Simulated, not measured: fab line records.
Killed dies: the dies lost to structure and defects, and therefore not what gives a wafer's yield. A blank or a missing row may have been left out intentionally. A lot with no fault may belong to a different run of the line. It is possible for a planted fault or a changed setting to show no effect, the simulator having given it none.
What tool caused it?	flow sky130	34 wafers from 12 lots sampled at 6 of the route's 708 steps

## WHAT EACH GAUGE READ, for each wafer
SKY_RES_XHIGH_TW_MEAS_09. Usual: RES_XHIGH_TW gives 1646 (standard deviation 13).
lot	measured	on	RES_XHIGH_TW	flag
L587	day 26 22:44	film-metro-03	1648 1642 1635	
L588	day 27 03:13	film-metro-02	1636 1637 1632	
L589	day 27 15:50	film-metro-01	1650 1665 1657	
L590	day 28 08:49	film-metro-01	1652 1652 1649	
L595	day 30 07:43	film-metro-01	1658 1664 1667	
L596	day 30 13:46	film-metro-01	1652 1667 1654	
L597	day 30 14:59	film-metro-02	1636 1634 1634	
L598	day 31 06:16	film-metro-02	1624 1629 1624	
L604	day 33 02:50	film-metro-01	1661 1648	
L606	day 33 12:40	film-metro-02	1634 1630	
L607	day 33 20:51	film-metro-02	1639 1637 1629	
L609	day 34 13:10	film-metro-03	1640 1647 1645	

SKY_SD_N_CD_MEAS_07 targets a cd of 380 nm. Usual: cd-nm 379.7 nm, standard deviation 2.6.
lot	measured	on	cd-nm (nm)	flag
L587	day 28 04:17	cd-sem-02	376.3 376.3 376.5	
L588	day 28 08:34	cd-sem-02	376.3 376.1 378.1	
L589	day 28 20:49	cd-sem-01	378.4 375.5 375.2	
L590	day 29 13:34	cd-sem-01	383.6 384.1 382.6	
L595	day 31 12:16	cd-sem-01	381.8 379.7 381.3	
L596	day 31 18:46	cd-sem-01	378.2 379.1 381.4	
L597	day 31 19:04	cd-sem-02	376.3 378.1 379.8	
L598	day 32 10:13	cd-sem-02	380.1 380.9 381.7	
L604	day 34 05:11	cd-sem-02	375.5 373.4	
L606	day 34 14:43	cd-sem-02	381.5 379.4	
L607	day 34 23:17	cd-sem-01	378.1 376.5 377.1	
L609	day 35 14:56	cd-sem-02	378.8 380.3 380.3	

SKY_SD_N_RS_MEAS_16: a four-point-probe measurement. Usual: SD_N_RS gives 68.54 ohm/sq (standard deviation 0.13).
lot	measured	on	SD_N_RS (ohm/sq)	flag
L587	day 28 05:07	film-metro-03	68.68 68.53 68.54	
L588	day 28 09:25	film-metro-03	68.85 68.82 68.69	
L589	day 28 21:39	film-metro-02	68.50 68.33 68.39	
L590	day 29 14:25	film-metro-02	68.54 68.64 68.69	
L595	day 31 13:07	film-metro-01	68.52 68.36 68.52	
L596	day 31 19:36	film-metro-02	68.58 68.41 68.68	
L597	day 31 19:55	film-metro-01	68.28 68.49 68.30	
L598	day 32 11:07	film-metro-01	68.35 68.50 68.52	
L604	day 34 06:01	film-metro-01	67.49 67.60	OFF
L606	day 34 15:34	film-metro-02	67.62 67.69	OFF
L607	day 35 00:08	film-metro-01	68.45 68.50 68.41	
L609	day 35 15:46	film-metro-03	68.78 68.90 68.71	

SKY_SD_N_RS_MEAS_17: a four-point-probe measurement. Usual: SD_P_RS gives 147.0 ohm/sq (standard deviation 0.4).
lot	measured	on	SD_P_RS (ohm/sq)	flag
L587	day 28 05:14	film-metro-03	147.2 147.1 146.9	
L588	day 28 09:32	film-metro-03	147.4 147.5 147.6	
L589	day 28 21:46	film-metro-02	147.1 146.9 146.6	
L590	day 29 14:32	film-metro-02	147.7 147.6 147.6	
L595	day 31 13:14	film-metro-01	147.2 146.7 146.4	
L596	day 31 19:43	film-metro-02	147.4 147.1 147.2	
L597	day 31 20:02	film-metro-01	146.7 146.5 146.6	
L598	day 32 11:14	film-metro-01	146.9 146.9 146.8	
L604	day 34 06:08	film-metro-01	142.4 142.1	OFF
L606	day 34 15:41	film-metro-02	142.3 142.8	OFF
L607	day 35 00:15	film-metro-01	146.8 146.1 146.7	
L609	day 35 15:53	film-metro-03	147.1 147.6 147.6	

## WHAT TOOL EACH LOT RAN ON (gives the tool, then ch and the chambers of the sampled wafers, and finally the start)
lot	SKY_LDD_HVP_STRIP_09	SKY_SD_N_RTA_14
L587	plasma-asher-03 ch 0,1, day 21 16:15	rtp-anneal-02 ch 0, day 28 04:56
L588	plasma-asher-03 ch 0,1, day 21 22:56	rtp-anneal-01 ch 0, day 28 09:12
L589	plasma-asher-03 ch 0,1, day 22 09:16	rtp-anneal-02 ch 0, day 28 21:29
L590	plasma-asher-01 ch 0,1, day 23 05:07	rtp-anneal-01 ch 0, day 29 14:14
L595	plasma-asher-01 ch 0,1, day 25 07:20	rtp-anneal-02 ch 0, day 31 12:56
L596	plasma-asher-03 ch 1, day 25 12:38	rtp-anneal-01 ch 0, day 31 19:26
L597	plasma-asher-03 ch 0,1, day 25 15:08	rtp-anneal-02 ch 0, day 31 19:44
L598	plasma-asher-01 ch 0,1, day 26 05:46	rtp-anneal-01 ch 0, day 32 10:56
L604	plasma-asher-01 ch 1, day 28 07:50	rtp-anneal-01 ch 0, day 34 05:50
L606	plasma-asher-02 ch 0,1, day 28 16:02	rtp-anneal-01 ch 0, day 34 15:22
L607	plasma-asher-01 ch 0,1, day 29 02:35	rtp-anneal-02 ch 0, day 34 23:56
L609	plasma-asher-01 ch 0,1, day 29 18:02	rtp-anneal-02 ch 0, day 35 15:35
- SKY_LDD_HVP_STRIP_09: strips in O2/N2.
- SKY_SD_N_RTA_14: time 2 s.

## AS READ BY THE TOOLS THEMSELVES (means over the sampled wafers that have a number; for cases with no such wafer, the mark the record gives instead)
SKY_LDD_HVP_STRIP_09. Usual: drypump-motor-current-A 5.6 A, standard deviation 0.38; oes-product-au 0.409 a.u., standard deviation 0.0042; strip-time-to-endpoint-s 4.140 s, standard deviation 0.017.
lot	tool	drypump-motor-current-A (A)	oes-product-au (a.u.)	strip-time-to-endpoint-s (s)	flag
L587	plasma-asher-03	5.6	0.411	4.111	
L588	plasma-asher-03	5.6	0.407	4.147	
L589	plasma-asher-03	5.7	0.408	4.151	
L590	plasma-asher-01	5.7	0.404	4.135	
L595	plasma-asher-01	5.7	0.408	4.125	
L596	plasma-asher-03	5.8	0.408	4.150	
L597	plasma-asher-03	5.7	0.407	4.128	
L598	plasma-asher-01	5.4	0.407	4.162	
L604	plasma-asher-01	6.1	0.406	4.123	
L606	plasma-asher-02	5.5	0.407	4.127	
L607	plasma-asher-01	5.7	0.408	4.146	
L609	plasma-asher-01	5.7	0.411	4.148	

SKY_SD_N_RTA_14. Usual: lamp-power-pct 15.73 %, standard deviation 0.052; ramp-down-c-per-s 90.000, standard deviation 0.017; wafer_temp_C_max 1078.0, standard deviation 1.1.
lot	tool	lamp-power-pct (%)	ramp-down-c-per-s	wafer_temp_C_max	flag
L587	rtp-anneal-02	15.73	89.983	1078.0	
L588	rtp-anneal-01	15.69	90.000	1077.9	
L589	rtp-anneal-02	15.68	89.998	1078.0	
L590	rtp-anneal-01	15.70	89.995	1078.2	
L595	rtp-anneal-02	15.73	90.001	1078.9	
L596	rtp-anneal-01	15.73	89.991	1078.1	
L597	rtp-anneal-02	15.74	90.001	1078.0	
L598	rtp-anneal-01	15.74	90.011	1077.7	
L604	rtp-anneal-01	15.79	90.001	1083.9	OFF
L606	rtp-anneal-01	15.76	90.002	1082.9	OFF
L607	rtp-anneal-02	15.72	89.995	1077.8	
L609	rtp-anneal-02	15.72	89.997	1077.1	

## THE ANSWER, worked out from the rows above alone
Rule: a lot is off if the mean of its wafers that have a number lies more than 3 standard deviations from the usual mean. A lot without any number at a reading at which 4 lots or more have one is off too. Any other lot the step has rows for is counted as sound. After the gauges, taken in route order, come the tools' own readings; for these a lot's mean is taken, as printed above. At the first step where some lot is off, the reading lying furthest off is the one used; lots without a number count as furthest.
Off: L604, L606, seen at SKY_SD_N_RS_MEAS_16 (SD_N_RS).
A tool fits if, at a process step before that reading, it ran every lot that is off, and no sound lot after the first of them. The gauges at SKY_SD_N_RS_MEAS_16 aren't tried: what is off there is off at SKY_SD_N_RTA_14 too, on other tools, and a gauge's error can't cause that. One fits: SKY_SD_N_RTA_14 on rtp-anneal-01. Its last sound lot is L598 (day 32 10:56), its first lot that is off L604 (day 34 05:50): a fault that began between those two fits.
The tool's own readings at SKY_SD_N_RTA_14 bear it out: on the lots that are off they differ by more than 5 times the standard deviation of the sound lots' means. wafer_temp_C_max reads 1083.4 there against 1078.0 on the sound lots.

## WHAT THE SIMULATOR HAD PUT IN
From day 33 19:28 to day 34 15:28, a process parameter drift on rtp-anneal-01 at SKY_SD_N_RTA_14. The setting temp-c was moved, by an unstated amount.
Lots struck among those shown: L604, L606. Same finding as the rule above.
